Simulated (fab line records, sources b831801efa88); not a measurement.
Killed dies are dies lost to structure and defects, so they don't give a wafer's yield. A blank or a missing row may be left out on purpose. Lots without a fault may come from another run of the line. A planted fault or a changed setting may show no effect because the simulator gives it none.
A struck lot beside a sound one | flow sky130 | 17 steps out of a route of 708
Sound: wafers L423.4, L423.5, L423.6. Struck: wafers L426.2, L426.3, L426.5. The cause comes at the end.
At each step with rows: each side's tool, then ch and its chambers, then its first start. Under that, the readings that differ: sound wafers | struck wafers | difference of the means | sigmas: that difference in standard deviations of wafers without a fault.
alike: readings whose means differ by less than 2 such deviations, and words and numbers that are the same on both sides. not compared: withheld readings, readings that some wafer has no value for, bounds like >300 that may hide the same value, and numbers for which the record gives no deviation and whose values overlap.
The two part at a step that has a row with sigmas, a row that says differs or no value, or rows on one side only. Numbers that don't overlap but have no deviation are shown without sigmas and don't part them. A reading that every wafer of one side lacks parts them only if that side has two wafers or more.

first, 5 steps without rows for these wafers: SKY_SD_N_COAT_02 (resist thk 1140 nm); SKY_SD_N_SOFTBAKE_03 (time 60 s); SKY_SD_N_EXPOSE_04 (exposes mask NSDM, target cd 380 nm); SKY_SD_N_PEB_05; SKY_SD_N_DEVELOP_06 (develop time 60 s).
SKY_SD_N_CD_MEAS_07: target cd 380 nm.
  sound on cd_sem-02, day 30 21:52; struck on cd_sem-02, day 32 01:23
  alike: cd_nm
SKY_SD_N_OVL_MEAS_08:
  sound on overlay-02, day 30 21:57; struck on overlay-01, day 32 01:29
  alike: SD_N_OVL
then, 2 steps without rows for these wafers: SKY_SD_N_IMPLANT_09; SKY_SD_N_IMPLANT_10.
SKY_SD_N_STRIP_11: strips in O2/N2.
  sound on plasma_asher-02 ch 0,1, day 30 22:18; struck on plasma_asher-03 ch 0,1, day 32 01:49
  alike: drypump_motor_current_A, oes_product_au, strip_time_to_endpoint_s
  not compared: rf_hours_counter_h
SKY_SD_N_TW_MEAS_12:
  sound on film_metro-01, day 30 22:23; struck on film_metro-04, day 32 01:55
  reading | sound          | struck         | difference | sigmas
  SD_N_TW | 3894 3900 3889 | 4024 4054 4040 | +145       | +3
then, 1 step without rows for these wafers: SKY_SD_N_CLEAN_13 (cleans in SC1/SC2, time 150 s).
SKY_SD_N_RTA_14: time 2 s.
  sound on rtp_anneal-02 ch 0, day 30 22:30; struck on rtp_anneal-02 ch 0, day 32 02:05
  reading            | sound             | struck            | difference | sigmas
  lamp_power_pct (%) | 15.75 15.72 15.70 | 14.77 14.71 14.75 | -0.98      | -18
  alike: ramp_up_c_per_s, wafer_temp_C_max
SKY_SD_N_RS_MEAS_16: measures by four-point-probe.
  sound on film_metro-02, day 30 22:43; struck on film_metro-01, day 32 02:17
  reading          | sound             | struck            | difference | sigmas
  SD_N_RS (ohm/sq) | 68.49 68.31 68.60 | 73.49 73.18 73.29 | +4.85      | +49
SKY_SD_N_RS_MEAS_17: measures by four-point-probe.
  sound on film_metro-02, day 30 22:50; struck on film_metro-01, day 32 02:25
  reading          | sound             | struck            | difference | sigmas
  SD_P_RS (ohm/sq) | 146.8 146.5 147.0 | 175.6 175.3 175.5 | +28.7      | +82
SKY_SD_N_RS_MEAS_18: measures by four-point-probe.
  sound on film_metro-02, day 30 22:57; struck on film_metro-01, day 32 02:32
  alike: RES_XHIGH_RS
SKY_PAD_OPEN_PROBE_99:
  the record has rows for the sound wafers here (prober-01, day 48 10:21) and none for the struck ones

WHERE THEY PART
First at SKY_SD_N_TW_MEAS_12; last, within this record, at SKY_PAD_OPEN_PROBE_99.

WHY: what the simulator had put in
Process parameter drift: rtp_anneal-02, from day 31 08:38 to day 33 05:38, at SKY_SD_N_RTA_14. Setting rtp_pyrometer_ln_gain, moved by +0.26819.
